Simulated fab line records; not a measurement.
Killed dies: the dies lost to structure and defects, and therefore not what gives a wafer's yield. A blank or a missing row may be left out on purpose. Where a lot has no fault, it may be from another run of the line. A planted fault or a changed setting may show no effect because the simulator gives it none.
fab line records | flow gf180mcu
[record] lots = 24 | wafers = 72 | last-day = 36
route steps=602 shown POLY_GATE@158 HV_LDD@196 CONTACT@290 M1@330 V2@396
lots with no fault: from the same line, run without faults
start-h: the number of hours between the record's first day and the start of the first shown wafer of the lot | wait-h: how many hours have passed since the lot's step before this one | " unchanged from the row above | L1.1+2: a single row standing in for several wafers | - no value, or no start was given | * or withheld: withheld | < > ~ a bound
route shown NAME@n: names a module that has steps shown in the file, with the first one's number in the route | usual: mean/standard deviation taken from wafers without a fault | same: alike in all rows | chamber/n: place in a boat | sites: each site's reading | _std_site: standard deviation across them | _edge_site: outer sites' mean less inner sites' | radius-mm: for every site, how far away it sits from the centre of the wafer | mask NAME#n: copy n | behind: the most recent tool/chamber to have shaped the wafer | hold: what put the lot on hold/how long, in hours/how the hold closed | device: the n, p or np transistor that did not switch | end of line: the tests these same wafers got at the end of their route | a step with no rows: only its recipe | killed: not the wafer's yield, but the dies lost to structure and defects at the first sort | map: the dies of a wafer, with x for killed, . for not killed, _ for no die there
set.NAME: the setting as run; set.NAME@STEP: as run at that earlier step | model.NAME: the simulator's own value behind a step, which no gauge read
the route's steps for a sample of lots (tables are steps, rows are wafers)
services: from which hour (start-h, from the record's first day; less than 0 if before it) a tool's chamber was out of use, for how many hours, and why
[[steps]]
[step GF_POLY_GATE_THK_MEAS_01]
[recipe] reads = poly-Si_of_POLY_GATE_CVD_00
[usual] POLY_GATE_CVD_00_THK = 199.5/1.7
lot.wafer | tool          | chamber | start-h | wait-h | POLY_GATE_CVD_00_THK[nm]
L074.1    | film-metro-03 | -       | 205.47  | 0.0    | 201.1
L074.3    | "             | -       | "       | "      | 198.0
L074.4    | "             | -       | "       | "      | 198.9
L075.1    | film-metro-01 | -       | 217.40  | 0.0    | 201.0
L075.2    | "             | -       | "       | "      | 201.2
L075.3    | "             | -       | "       | "      | 199.9
L076.1    | film-metro-04 | -       | 220.47  | 0.0    | 200.3
L076.2    | "             | -       | "       | "      | 202.6
L076.5    | "             | -       | "       | "      | 201.3
L077.2    | film-metro-01 | -       | 232.45  | 0.0    | 198.8
L077.4    | "             | -       | "       | "      | 198.6
L077.5    | "             | -       | "       | "      | 199.0
L078.2    | film-metro-01 | -       | 236.34  | 0.0    | 201.9
L078.3    | "             | -       | "       | "      | 201.1
L078.6    | "             | -       | "       | "      | 203.1
L079.2    | film-metro-03 | -       | 240.54  | 0.0    | 201.2
L079.4    | "             | -       | "       | "      | 202.2
L079.6    | "             | -       | "       | "      | 201.3
L080.1    | film-metro-03 | -       | 249.14  | 0.0    | 199.0
L080.2    | "             | -       | "       | "      | 197.8
L080.5    | "             | -       | "       | "      | 198.8
L081.2    | film-metro-04 | -       | 254.22  | 0.0    | 198.3
L081.3    | "             | -       | "       | "      | 200.1
L081.6    | "             | -       | "       | "      | 198.2
L082.1    | film-metro-04 | -       | 263.16  | 0.0    | 199.2
L082.2    | "             | -       | "       | "      | 197.4
L082.4    | "             | -       | "       | "      | 199.1
L083.2    | film-metro-04 | -       | 267.57  | 0.0    | 201.9
L083.5    | "             | -       | "       | "      | 202.7
L083.6    | "             | -       | "       | "      | 203.3
L084.1    | film-metro-03 | -       | 273.02  | 0.0    | 199.8
L084.4    | "             | -       | "       | "      | 199.4
L084.5    | "             | -       | "       | "      | 197.1
L085.3    | film-metro-01 | -       | 277.64  | 0.0    | 200.5
L085.4    | "             | -       | "       | "      | 200.4
L085.6    | "             | -       | "       | "      | 202.5
L086.2    | film-metro-04 | -       | 287.97  | 0.0    | 195.9
L086.3    | "             | -       | "       | "      | 196.7
L086.6    | "             | -       | "       | "      | 195.8
L087.2    | film-metro-04 | -       | 293.52  | 0.0    | 199.7
L087.3    | "             | -       | "       | "      | 199.3
L087.4    | "             | -       | "       | "      | 201.1
L088.1    | film-metro-03 | -       | 298.03  | 0.0    | 200.0
L088.2    | "             | -       | "       | "      | 200.0
L088.5    | "             | -       | "       | "      | 200.3
L089.1    | film-metro-03 | -       | 306.63  | 0.0    | 201.1
L089.2    | "             | -       | "       | "      | 201.2
L089.4    | "             | -       | "       | "      | 199.7
L090.2    | film-metro-03 | -       | 313.26  | 0.0    | 199.1
L090.5    | "             | -       | "       | "      | 198.7
L090.6    | "             | -       | "       | "      | 199.5
L091.1    | film-metro-04 | -       | 318.42  | 0.0    | 198.9
L091.2    | "             | -       | "       | "      | 196.5
L091.6    | "             | -       | "       | "      | 197.9
L092.4    | film-metro-03 | -       | 323.91  | 0.0    | 199.7
L092.5    | "             | -       | "       | "      | 199.5
L092.6    | "             | -       | "       | "      | 199.2
L093.2    | film-metro-01 | -       | 331.53  | 0.0    | 200.5
L093.3    | "             | -       | "       | "      | 199.9
L093.5    | "             | -       | "       | "      | 200.6
L094.2    | film-metro-04 | -       | 336.87  | 0.0    | 199.2
L094.4    | "             | -       | "       | "      | 199.1
L094.6    | "             | -       | "       | "      | 200.1
L095.2    | film-metro-04 | -       | 342.03  | 0.0    | 198.7
L095.5    | "             | -       | "       | "      | 199.7
L095.6    | "             | -       | "       | "      | 198.4
L097.3    | film-metro-01 | -       | 354.17  | 0.0    | 196.5
L097.4    | "             | -       | "       | "      | 197.4
L097.6    | "             | -       | "       | "      | 196.0
L096.4    | film-metro-04 | -       | 354.18  | 0.0    | 198.0
L096.5    | "             | -       | "       | "      | 198.0
L096.6    | "             | -       | "       | "      | 196.1
[step GF_POLY_GATE_ETCH_13]
[recipe] target = poly-Si | target-depth-nm = 198.5 | stop-on = SiO2 | over-etch-frac = 0.403 | chemistry = HBr/Cl2 | icp-w = 400 | bias-w = 100 | pressure-mtorr = 10 | HBr_flow_sccm = 150 | Cl2_flow_sccm = 50 | time-s = 69.6
[usual] bias-w = 100.0/0.31 | drypump-motor-current-A = 5.4/0.51 | oes-product-au = 0.985/0.01 | rf-fwd-power-W = 396.5/1.3 | throttle-valve-pct = 33.685/0.0093
lot.wafer | tool      | chamber | start-h | wait-h | bias-w | drypump-motor-current-A | oes-product-au | rf-fwd-power-W | rf-hours-counter-h | throttle-valve-pct
L074.1    | rie-si-02 | 3       | 223.38  | -      | 100.2  | 5.7                     | 0.961          | 395.7          | 16                 | 33.689
L074.3    | "         | 0       | "       | "      | 99.7   | 6.0                     | 0.979          | 396.3          | 5                  | 33.682
L074.4    | "         | 2       | "       | "      | 100.2  | 6.6                     | 0.975          | 395.3          | 27                 | 33.686
L075.1    | rie-si-01 | 2       | 236.01  | -      | 100.4  | 5.3                     | 0.963          | 396.8          | 2                  | 33.685
L075.2    | "         | 1       | "       | "      | 100.4  | 5.3                     | 1.004          | 398.6          | 0                  | 33.663
L075.3    | "         | 0       | "       | "      | 100.1  | 4.8                     | 0.999          | 397.5          | 38                 | 33.683
L076.1    | rie-si-01 | 1       | 239.36  | -      | 100.6  | 5.3                     | 0.998          | 399.1          | 0                  | 33.685
L076.2    | "         | 0       | "       | "      | 99.7   | 4.9                     | 1.000          | 396.9          | 38                 | 33.684
L076.5    | "         | 3       | "       | "      | 99.6   | 5.2                     | 0.987          | 397.0          | -                  | 33.693
L077.2    | rie-si-02 | 0       | 251.52  | -      | 100.0  | 5.9                     | 0.989          | 399.0          | 5                  | 33.683
L077.4    | "         | 3       | "       | "      | 99.8   | 5.7                     | 0.977          | 395.3          | 17                 | 33.688
L077.5    | "         | 3       | "       | "      | 100.0  | 5.7                     | 0.972          | 397.7          | -                  | 33.705
L078.2    | rie-si-02 | 0       | 255.62  | -      | 100.3  | 6.0                     | 0.990          | 396.8          | 5                  | 33.690
L078.3    | "         | 1       | "       | "      | 99.9   | 5.3                     | 0.994          | 394.9          | 92                 | 33.687
L078.6    | "         | 3       | "       | "      | 100.2  | 5.7                     | 0.973          | 396.1          | -                  | 33.686
L079.2    | rie-si-02 | 1       | 260.53  | -      | 100.3  | 5.3                     | 0.994          | 398.0          | 92                 | 33.675
L079.4    | "         | 2       | "       | "      | 99.8   | 6.6                     | 0.973          | 396.2          | 27                 | 33.685
L079.6    | "         | 3       | "       | "      | 100.5  | 5.7                     | 0.979          | 395.3          | -                  | 33.674
L080.1    | rie-si-01 | 3       | 268.36  | -      | 99.9   | 5.2                     | 0.983          | 397.3          | 1                  | 33.681
L080.2    | "         | 2       | "       | "      | 99.8   | 5.2                     | 0.976          | 396.6          | 2                  | 33.688
L080.5    | "         | 0       | "       | "      | 99.8   | 4.9                     | 0.995          | 395.2          | -                  | 33.714
L081.2    | rie-si-01 | 2       | 273.83  | -      | 100.4  | 5.2                     | 0.974          | 396.8          | 2                  | 33.678
L081.3    | "         | 1       | "       | "      | 99.9   | 5.3                     | 0.994          | 397.5          | 0                  | 33.687
L081.6    | "         | 0       | "       | "      | 99.9   | 4.8                     | 0.989          | 397.4          | -                  | 33.684
L082.1    | rie-si-01 | 3       | 283.09  | -      | 100.1  | 5.2                     | 0.987          | 395.3          | 1                  | 33.687
L082.2    | "         | 1       | "       | "      | 100.2  | 5.3                     | 0.993          | 395.1          | 0                  | 33.699
L082.4    | "         | 2       | "       | "      | 99.5   | 5.2                     | 0.980          | 395.2          | 2                  | 33.691
L083.2    | rie-si-01 | 0       | 287.76  | -      | 99.9   | 4.9                     | 0.998          | 397.2          | 38                 | 33.683
L083.5    | "         | 1       | "       | "      | 100.2  | 5.4                     | 1.002          | 397.0          | -                  | 33.687
L083.6    | "         | 2       | "       | "      | 100.4  | 5.2                     | 0.976          | 397.1          | -                  | 33.664
L084.1    | rie-si-01 | 1       | 293.69  | -      | 99.7   | 5.3                     | 1.000          | 395.4          | 1                  | 33.706
L084.4    | "         | 3       | "       | "      | 99.6   | 5.2                     | 0.996          | 397.0          | 1                  | 33.691
L084.5    | "         | 0       | "       | "      | 100.2  | 4.9                     | 0.985          | 395.5          | -                  | 33.677
L085.3    | rie-si-01 | 1       | 299.23  | -      | 100.2  | 5.3                     | 1.003          | 396.1          | 1                  | 33.669
L085.4    | "         | 2       | "       | "      | 99.9   | 5.2                     | 0.983          | 397.4          | 2                  | 33.688
L085.6    | "         | 3       | "       | "      | 100.1  | 5.2                     | 1.000          | 394.8          | -                  | 33.681
L086.2    | rie-si-02 | 1       | 309.38  | -      | 100.0  | 5.3                     | 0.977          | 395.5          | 92                 | 33.686
L086.3    | "         | 2       | "       | "      | 100.1  | 6.6                     | 0.985          | 396.7          | 28                 | 33.673
L086.6    | "         | 2       | "       | "      | 99.8   | 6.6                     | 0.978          | 395.5          | -                  | 33.692
L087.2    | rie-si-01 | 3       | 314.73  | -      | 99.8   | 5.2                     | 0.989          | 397.7          | 1                  | 33.677
L087.3    | "         | 1       | "       | "      | 100.3  | 5.3                     | 0.991          | 398.6          | 1                  | 33.673
L087.4    | "         | 2       | "       | "      | 99.8   | 5.2                     | 0.980          | 396.4          | 3                  | 33.689
L088.1    | rie-si-02 | 3       | 319.42  | -      | 100.0  | 5.7                     | 0.976          | 394.6          | 17                 | 33.689
L088.2    | "         | 0       | "       | "      | 100.2  | 6.0                     | 0.983          | 398.2          | 6                  | 33.679
L088.5    | "         | 1       | "       | "      | 99.7   | 5.3                     | 0.979          | 399.1          | -                  | 33.700
L089.1    | rie-si-01 | 3       | 327.88  | -      | 99.9   | 5.1                     | 0.995          | 396.3          | 1                  | 33.686
L089.2    | "         | 0       | "       | "      | 99.0   | 4.9                     | 0.994          | 394.6          | 38                 | 33.695
L089.4    | "         | 2       | "       | "      | 99.7   | 5.2                     | 0.976          | 396.7          | 3                  | 33.683
L090.2    | rie-si-01 | 0       | 334.37  | -      | 100.2  | 4.8                     | 0.994          | 396.6          | 38                 | 33.699
L090.5    | "         | 0       | "       | "      | 100.3  | 4.9                     | 0.982          | 396.2          | -                  | 33.678
L090.6    | "         | 1       | "       | "      | 100.6  | 5.3                     | 0.993          | 398.8          | -                  | 33.705
L091.1    | rie-si-01 | 0       | 340.43  | -      | 99.8   | 4.8                     | 0.992          | 395.2          | 39                 | 33.689
L091.2    | "         | 1       | "       | "      | 99.7   | 5.3                     | 0.983          | 396.6          | 1                  | 33.679
L091.6    | "         | 2       | "       | "      | 100.0  | 5.2                     | 0.983          | 399.0          | -                  | 33.684
L092.4    | rie-si-01 | 0       | 346.27  | -      | 100.0  | 4.8                     | 0.976          | 394.3          | 39                 | 33.683
L092.5    | "         | 0       | "       | "      | 99.7   | 4.8                     | 0.984          | 394.6          | -                  | 33.677
L092.6    | "         | 3       | "       | "      | 99.9   | 5.1                     | 0.990          | 394.4          | -                  | 33.687
L093.2    | rie-si-02 | 3       | 354.27  | -      | 100.1  | 5.7                     | 0.972          | 396.8          | 18                 | 33.674
L093.3    | "         | 0       | "       | "      | 99.9   | 6.0                     | 0.985          | 398.0          | 6                  | 33.682
L093.5    | "         | 0       | "       | "      | 99.6   | 5.9                     | 0.996          | 397.7          | -                  | 33.688
L094.2    | rie-si-02 | 0       | 359.21  | -      | 99.7   | 5.9                     | 0.988          | 397.1          | 6                  | 33.676
L094.4    | "         | 3       | "       | "      | 99.7   | 5.7                     | 0.967          | 396.7          | -                  | 33.686
L094.6    | "         | 2       | "       | "      | 99.9   | 6.6                     | 0.970          | 395.7          | -                  | 33.691
L095.2    | rie-si-01 | 1       | 364.51  | -      | 100.1  | 5.3                     | 0.996          | 398.5          | 1                  | 33.665
L095.5    | "         | 1       | "       | "      | 99.4   | 5.3                     | 0.988          | 397.9          | -                  | 33.685
L095.6    | "         | 0       | "       | "      | 100.4  | 4.9                     | 0.997          | 393.4          | -                  | 33.675
L097.3    | rie-si-01 | 1       | 377.08  | -      | 100.1  | 5.3                     | 0.992          | 396.4          | 1                  | 33.687
L097.4    | "         | 0       | "       | "      | 100.2  | 4.9                     | 0.982          | 395.6          | 39                 | 33.702
L097.6    | "         | 1       | "       | "      | 100.1  | 5.3                     | 0.984          | 397.1          | -                  | 33.682
L096.4    | rie-si-02 | 2       | 377.43  | -      | 100.2  | 6.6                     | 0.963          | 396.3          | 29                 | 33.677
L096.5    | "         | 1       | "       | "      | 100.7  | 5.3                     | 0.991          | 397.5          | -                  | 33.681
L096.6    | "         | 2       | "       | "      | 100.4  | 6.6                     | 0.984          | 395.2          | -                  | 33.696
[step GF_HV_LDD_OVL_MEAS_20]
[usual] HV_LDD_01_OVL = 0.4/1.5
lot.wafer | tool       | chamber | start-h | wait-h | HV_LDD_01_OVL[nm]
L074.1    | overlay-01 | -       | 266.83  | 0.1    | 1.1
L074.3    | "          | -       | "       | "      | 1.2
L074.4    | "          | -       | "       | "      | -0.1
L075.1    | overlay-02 | -       | 276.13  | 0.1    | -0.5
L075.2    | "          | -       | "       | "      | -1.1
L075.3    | "          | -       | "       | "      | -1.9
L076.1    | overlay-02 | -       | 280.50  | 0.1    | 0.3
L076.2    | "          | -       | "       | "      | 0.5
L076.5    | "          | -       | "       | "      | 2.6
L077.2    | overlay-01 | -       | 294.15  | 0.1    | 0.6
L077.4    | "          | -       | "       | "      | -1.3
L077.5    | "          | -       | "       | "      | -2.2
L078.2    | overlay-01 | -       | 300.73  | 0.1    | 3.1
L078.3    | "          | -       | "       | "      | -0.4
L078.6    | "          | -       | "       | "      | 1.3
L079.2    | overlay-01 | -       | 308.20  | 0.1    | 0.6
L079.4    | "          | -       | "       | "      | 0.3
L079.6    | "          | -       | "       | "      | -1.1
L080.1    | overlay-01 | -       | 312.75  | 0.1    | -0.2
L080.2    | "          | -       | "       | "      | 0.7
L080.5    | "          | -       | "       | "      | -0.4
L081.2    | overlay-01 | -       | 317.90  | 0.1    | 1.0
L081.3    | "          | -       | "       | "      | -0.6
L081.6    | "          | -       | "       | "      | -0.3
L082.1    | overlay-02 | -       | 327.12  | 0.1    | -0.8
L082.2    | "          | -       | "       | "      | -2.5
L082.4    | "          | -       | "       | "      | -1.3
L083.2    | overlay-02 | -       | 331.58  | 0.1    | -1.9
L083.5    | "          | -       | "       | "      | 0.7
L083.6    | "          | -       | "       | "      | -0.7
L084.1    | overlay-01 | -       | 338.02  | 0.1    | -2.0
L084.4    | "          | -       | "       | "      | 0.2
L084.5    | "          | -       | "       | "      | 2.6
L085.3    | overlay-02 | -       | 344.29  | 0.1    | -0.3
L085.4    | "          | -       | "       | "      | -0.6
L085.6    | "          | -       | "       | "      | -1.4
L086.2    | overlay-02 | -       | 357.80  | 0.1    | 0.9
L086.3    | "          | -       | "       | "      | -2.0
L086.6    | "          | -       | "       | "      | 1.3
L087.2    | overlay-02 | -       | 363.88  | 0.1    | -0.8
L087.3    | "          | -       | "       | "      | -0.5
L087.4    | "          | -       | "       | "      | 1.1
L088.1    | overlay-02 | -       | 366.82  | 0.1    | 2.1
L088.2    | "          | -       | "       | "      | 0.1
L088.5    | "          | -       | "       | "      | 1.1
L089.1    | overlay-01 | -       | 375.52  | 0.1    | -2.3
L089.2    | "          | -       | "       | "      | 0.8
L089.4    | "          | -       | "       | "      | -0.2
L090.2    | overlay-01 | -       | 382.68  | 0.1    | 1.7
L090.5    | "          | -       | "       | "      | 1.5
L090.6    | "          | -       | "       | "      | 3.5
L091.1    | overlay-01 | -       | 390.67  | 0.1    | 1.5
L091.2    | "          | -       | "       | "      | 2.8
L091.6    | "          | -       | "       | "      | 2.6
L092.4    | overlay-02 | -       | 402.59  | 0.1    | 1.1
L092.5    | "          | -       | "       | "      | -1.5
L092.6    | "          | -       | "       | "      | 0.5
L093.2    | overlay-01 | -       | 406.48  | 0.1    | -0.6
L093.3    | "          | -       | "       | "      | -0.4
L093.5    | "          | -       | "       | "      | -1.2
L094.2    | overlay-01 | -       | 409.90  | 0.1    | 0.6
L094.4    | "          | -       | "       | "      | 0.5
L094.6    | "          | -       | "       | "      | -1.0
L095.2    | overlay-01 | -       | 415.13  | 0.1    | 0.5
L095.5    | "          | -       | "       | "      | 3.8
L095.6    | "          | -       | "       | "      | 1.9
L096.4    | overlay-02 | -       | 430.14  | 0.1    | 3.7
L096.5    | "          | -       | "       | "      | 3.5
L096.6    | "          | -       | "       | "      | 2.7
L097.3    | overlay-02 | -       | 430.43  | 0.1    | 2.1
L097.4    | "          | -       | "       | "      | -1.2
L097.6    | "          | -       | "       | "      | 2.2
[step GF_CONTACT_THK_MEAS_03]
[recipe] reads = SiO2_of_CONTACT_CVD_02
[usual] CONTACT_CVD_02_THK = 862/13
lot.wafer | tool          | chamber | start-h | wait-h | CONTACT_CVD_02_THK[nm]
L074.1    | film-metro-04 | -       | 381.98  | 0.0    | 847
L074.3    | "             | -       | "       | "      | 849
L074.4    | "             | -       | "       | "      | 854
L075.1    | film-metro-04 | -       | 394.21  | 0.0    | 865
L075.2    | "             | -       | "       | "      | 866
L075.3    | "             | -       | "       | "      | 860
L076.1    | film-metro-04 | -       | 397.62  | 0.1    | 870
L076.2    | "             | -       | "       | "      | 830
L076.5    | "             | -       | "       | "      | 876
L077.2    | film-metro-03 | -       | 411.31  | 0.0    | 865
L077.4    | "             | -       | "       | "      | 883
L077.5    | "             | -       | "       | "      | 875
L078.2    | film-metro-02 | -       | 422.71  | 0.0    | 870
L078.3    | "             | -       | "       | "      | 862
L078.6    | "             | -       | "       | "      | 871
L079.2    | film-metro-04 | -       | 435.71  | 0.0    | 854
L079.4    | "             | -       | "       | "      | 850
L079.6    | "             | -       | "       | "      | 869
L080.1    | film-metro-04 | -       | 436.56  | 0.0    | 860
L080.2    | "             | -       | "       | "      | 870
L080.5    | "             | -       | "       | "      | 873
L081.2    | film-metro-02 | -       | 443.62  | 0.0    | 863
L081.3    | "             | -       | "       | "      | 867
L081.6    | "             | -       | "       | "      | 877
L082.1    | film-metro-02 | -       | 453.15  | 0.0    | 856
L082.2    | "             | -       | "       | "      | 836
L082.4    | "             | -       | "       | "      | 859
L083.2    | film-metro-04 | -       | 459.39  | 0.0    | 852
L083.5    | "             | -       | "       | "      | 870
L083.6    | "             | -       | "       | "      | 856
L084.1    | film-metro-02 | -       | 466.12  | 0.0    | 862
L084.4    | "             | -       | "       | "      | 874
L084.5    | "             | -       | "       | "      | 861
L085.3    | film-metro-04 | -       | 473.44  | 0.1    | 839
L085.4    | "             | -       | "       | "      | 864
L085.6    | "             | -       | "       | "      | 876
L086.2    | film-metro-04 | -       | 488.86  | 0.0    | 848
L086.3    | "             | -       | "       | "      | 884
L086.6    | "             | -       | "       | "      | 877
L087.2    | film-metro-04 | -       | 493.32  | 0.0    | 839
L087.3    | "             | -       | "       | "      | 857
L087.4    | "             | -       | "       | "      | 854
L088.1    | film-metro-04 | -       | 501.07  | 0.0    | 870
L088.2    | "             | -       | "       | "      | 854
L088.5    | "             | -       | "       | "      | 867
L089.1    | film-metro-04 | -       | 505.11  | 0.0    | 856
L089.2    | "             | -       | "       | "      | 867
L089.4    | "             | -       | "       | "      | 888
L090.2    | film-metro-03 | -       | 516.66  | 0.0    | 870
L090.5    | "             | -       | "       | "      | 890
L090.6    | "             | -       | "       | "      | 885
L091.1    | film-metro-04 | -       | 526.96  | 0.0    | 845
L091.2    | "             | -       | "       | "      | 855
L091.6    | "             | -       | "       | "      | 864
L092.4    | film-metro-02 | -       | 534.74  | 0.0    | 870
L092.5    | "             | -       | "       | "      | 852
L092.6    | "             | -       | "       | "      | 866
L093.2    | film-metro-04 | -       | 536.36  | 0.0    | 847
L093.3    | "             | -       | "       | "      | 834
L093.5    | "             | -       | "       | "      | 848
L094.2    | film-metro-03 | -       | 542.73  | 0.0    | 855
L094.4    | "             | -       | "       | "      | 859
L094.6    | "             | -       | "       | "      | 846
L095.2    | film-metro-03 | -       | 550.82  | 0.0    | 856
L095.5    | "             | -       | "       | "      | 851
L095.6    | "             | -       | "       | "      | 872
L096.4    | film-metro-02 | -       | 560.11  | 0.0    | 853
L096.5    | "             | -       | "       | "      | 854
L096.6    | "             | -       | "       | "      | 873
L097.3    | film-metro-04 | -       | 560.27  | 0.1    | 853
L097.4    | "             | -       | "       | "      | 878
L097.6    | "             | -       | "       | "      | 866
[step GF_M1_OVL_MEAS_15]
[usual] M1_OVL = -2/3.8
lot.wafer | tool       | chamber | start-h | wait-h | M1_OVL[nm]
L074.1    | overlay-01 | -       | 434.03  | 0.1    | -7
L074.3    | "          | -       | "       | "      | 4
L074.4    | "          | -       | "       | "      | -3
L075.1    | overlay-01 | -       | 447.13  | 0.1    | -3
L075.2    | "          | -       | "       | "      | -1
L075.3    | "          | -       | "       | "      | -2
L076.1    | overlay-02 | -       | 450.53  | 0.1    | 10
L076.2    | "          | -       | "       | "      | 0
L076.5    | "          | -       | "       | "      | 0
L077.2    | overlay-01 | -       | 464.34  | 0.1    | -6
L077.4    | "          | -       | "       | "      | 3
L077.5    | "          | -       | "       | "      | -2
L078.2    | overlay-02 | -       | 475.88  | 0.1    | -7
L078.3    | "          | -       | "       | "      | -6
L078.6    | "          | -       | "       | "      | -8
L079.2    | overlay-01 | -       | 488.54  | 0.1    | -4
L079.4    | "          | -       | "       | "      | -3
L079.6    | "          | -       | "       | "      | -2
L080.1    | overlay-01 | -       | 490.58  | 0.1    | -4
L080.2    | "          | -       | "       | "      | -2
L080.5    | "          | -       | "       | "      | -5
L081.2    | overlay-01 | -       | 496.79  | 0.1    | -4
L081.3    | "          | -       | "       | "      | 0
L081.6    | "          | -       | "       | "      | -8
L082.1    | overlay-02 | -       | 506.34  | 0.1    | 1
L082.2    | "          | -       | "       | "      | -1
L082.4    | "          | -       | "       | "      | -2
L083.2    | overlay-01 | -       | 510.74  | 0.1    | 3
L083.5    | "          | -       | "       | "      | -1
L083.6    | "          | -       | "       | "      | -3
L084.1    | overlay-01 | -       | 518.59  | 0.1    | -6
L084.4    | "          | -       | "       | "      | -1
L084.5    | "          | -       | "       | "      | -7
L085.3    | overlay-02 | -       | 524.79  | 0.1    | 4
L085.4    | "          | -       | "       | "      | -5
L085.6    | "          | -       | "       | "      | 7
L086.2    | overlay-01 | -       | 539.34  | 0.1    | -4
L086.3    | "          | -       | "       | "      | -3
L086.6    | "          | -       | "       | "      | -2
L087.2    | overlay-01 | -       | 544.29  | 0.1    | -4
L087.3    | "          | -       | "       | "      | 1
L087.4    | "          | -       | "       | "      | -7
L088.1    | overlay-02 | -       | 552.09  | 0.1    | 0
L088.2    | "          | -       | "       | "      | -3
L088.5    | "          | -       | "       | "      | -4
L089.1    | overlay-01 | -       | 555.63  | 0.1    | -1
L089.2    | "          | -       | "       | "      | 0
L089.4    | "          | -       | "       | "      | 0
L090.2    | overlay-01 | -       | 567.24  | 0.1    | 3
L090.5    | "          | -       | "       | "      | -6
L090.6    | "          | -       | "       | "      | 7
L091.1    | overlay-02 | -       | 576.43  | 0.1    | -4
L091.2    | "          | -       | "       | "      | -4
L091.6    | "          | -       | "       | "      | -5
L092.4    | overlay-01 | -       | 584.29  | 0.1    | -2
L092.5    | "          | -       | "       | "      | -3
L092.6    | "          | -       | "       | "      | -1
L093.2    | overlay-02 | -       | 585.99  | 0.1    | -1
L093.3    | "          | -       | "       | "      | -2
L093.5    | "          | -       | "       | "      | -6
L094.2    | overlay-01 | -       | 592.93  | 0.1    | -4
L094.4    | "          | -       | "       | "      | 1
L094.6    | "          | -       | "       | "      | 1
L095.2    | overlay-01 | -       | 599.74  | 0.1    | 7
L095.5    | "          | -       | "       | "      | -7
L095.6    | "          | -       | "       | "      | 1
L096.4    | overlay-02 | -       | 607.99  | 0.1    | -2
L096.5    | "          | -       | "       | "      | -2
L096.6    | "          | -       | "       | "      | 2
L097.3    | overlay-01 | -       | 608.14  | 0.1    | 0
L097.4    | "          | -       | "       | "      | -2
L097.6    | "          | -       | "       | "      | 0
[step GF_V2_CD_MEAS_14]
[recipe] target-cd-nm = 260
[usual] cd-nm = 260.2/1.7
lot.wafer | tool      | chamber | start-h | wait-h | cd-nm
L074.1    | cd-sem-02 | -       | 514.50  | 0.1    | 259.4
L074.3    | "         | -       | "       | "      | 258.3
L074.4    | "         | -       | "       | "      | 259.5
L075.1    | cd-sem-01 | -       | 527.15  | 0.1    | 259.4
L075.2    | "         | -       | "       | "      | 260.5
L075.3    | "         | -       | "       | "      | 259.7
L076.1    | cd-sem-01 | -       | 531.20  | 0.1    | 261.9
L076.2    | "         | -       | "       | "      | 261.7
L076.5    | "         | -       | "       | "      | 261.1
L077.2    | cd-sem-02 | -       | 543.84  | 0.1    | 258.2
L077.4    | "         | -       | "       | "      | 257.7
L077.5    | "         | -       | "       | "      | 256.2
L078.2    | cd-sem-02 | -       | 555.07  | 0.1    | 259.2
L078.3    | "         | -       | "       | "      | 259.7
L078.6    | "         | -       | "       | "      | 259.9
L079.2    | cd-sem-02 | -       | 566.77  | 0.1    | 262.7
L079.4    | "         | -       | "       | "      | 263.5
L079.6    | "         | -       | "       | "      | 264.0
L080.1    | cd-sem-02 | -       | 568.10  | 0.1    | 258.7
L080.2    | "         | -       | "       | "      | 260.1
L080.5    | "         | -       | "       | "      | 260.0
L081.2    | cd-sem-01 | -       | 574.82  | 0.1    | 262.1
L081.3    | "         | -       | "       | "      | 261.7
L081.6    | "         | -       | "       | "      | 261.5
L082.1    | cd-sem-01 | -       | 582.80  | 0.1    | 259.6
L082.2    | "         | -       | "       | "      | 258.8
L082.4    | "         | -       | "       | "      | 259.6
L083.2    | cd-sem-01 | -       | 587.22  | 0.1    | 259.5
L083.5    | "         | -       | "       | "      | 259.4
L083.6    | "         | -       | "       | "      | 260.5
L084.1    | cd-sem-02 | -       | 594.97  | 0.1    | 259.5
L084.4    | "         | -       | "       | "      | 261.3
L084.5    | "         | -       | "       | "      | 260.2
L085.3    | cd-sem-02 | -       | 600.84  | 0.1    | 262.8
L085.4    | "         | -       | "       | "      | 263.2
L085.6    | "         | -       | "       | "      | 262.4
L086.2    | cd-sem-01 | -       | 612.92  | 0.1    | 258.2
L086.3    | "         | -       | "       | "      | 259.4
L086.6    | "         | -       | "       | "      | 259.2
L087.2    | cd-sem-01 | -       | 617.94  | 0.1    | 259.6
L087.3    | "         | -       | "       | "      | 258.9
L087.4    | "         | -       | "       | "      | 259.1
L088.1    | cd-sem-02 | -       | 626.95  | 0.1    | 258.4
L088.2    | "         | -       | "       | "      | 258.4
L088.5    | "         | -       | "       | "      | 259.9
L089.1    | cd-sem-02 | -       | 627.30  | 0.1    | 262.0
L089.2    | "         | -       | "       | "      | 262.0
L089.4    | "         | -       | "       | "      | 263.2
L090.2    | cd-sem-02 | -       | 638.77  | 0.1    | 260.0
L090.5    | "         | -       | "       | "      | 259.0
L090.6    | "         | -       | "       | "      | 259.6
L091.1    | cd-sem-01 | -       | 648.57  | 0.1    | 261.1
L091.2    | "         | -       | "       | "      | 260.3
L091.6    | "         | -       | "       | "      | 260.7
L092.4    | cd-sem-01 | -       | 655.86  | 0.1    | 261.9
L092.5    | "         | -       | "       | "      | 261.8
L092.6    | "         | -       | "       | "      | 261.7
L093.2    | cd-sem-01 | -       | 656.84  | 0.1    | 261.9
L093.3    | "         | -       | "       | "      | 260.7
L093.5    | "         | -       | "       | "      | 261.0
L094.2    | cd-sem-01 | -       | 663.49  | 0.1    | 256.6
L094.4    | "         | -       | "       | "      | 256.1
L094.6    | "         | -       | "       | "      | 255.7
L095.2    | cd-sem-02 | -       | 669.22  | 0.1    | 260.3
L095.5    | "         | -       | "       | "      | 261.2
L095.6    | "         | -       | "       | "      | 260.6
L096.4    | cd-sem-01 | -       | 676.81  | 0.1    | 260.6
L096.5    | "         | -       | "       | "      | 259.4
L096.6    | "         | -       | "       | "      | 259.6
L097.3    | cd-sem-01 | -       | 677.74  | 0.1    | 260.3
L097.4    | "         | -       | "       | "      | 260.5
L097.6    | "         | -       | "       | "      | 260.0
[[services]]
tool      | chamber | start-h | hours | kind
rie-si-01 | 1       | 210.87  | -     | clean
rie-si-01 | 1       | 210.87  | 24.9  | scheduled-down
rie-si-01 | 1       | 210.87  | 24.9  | vent-cycle
rie-si-02 | 1       | 295.74  | 1.6   | repair
rie-si-02 | 1       | 340.00  | -     | clean
rie-si-02 | 1       | 340.00  | 19.7  | scheduled-down
rie-si-02 | 1       | 340.00  | 19.7  | vent-cycle
[[key]]
fault none
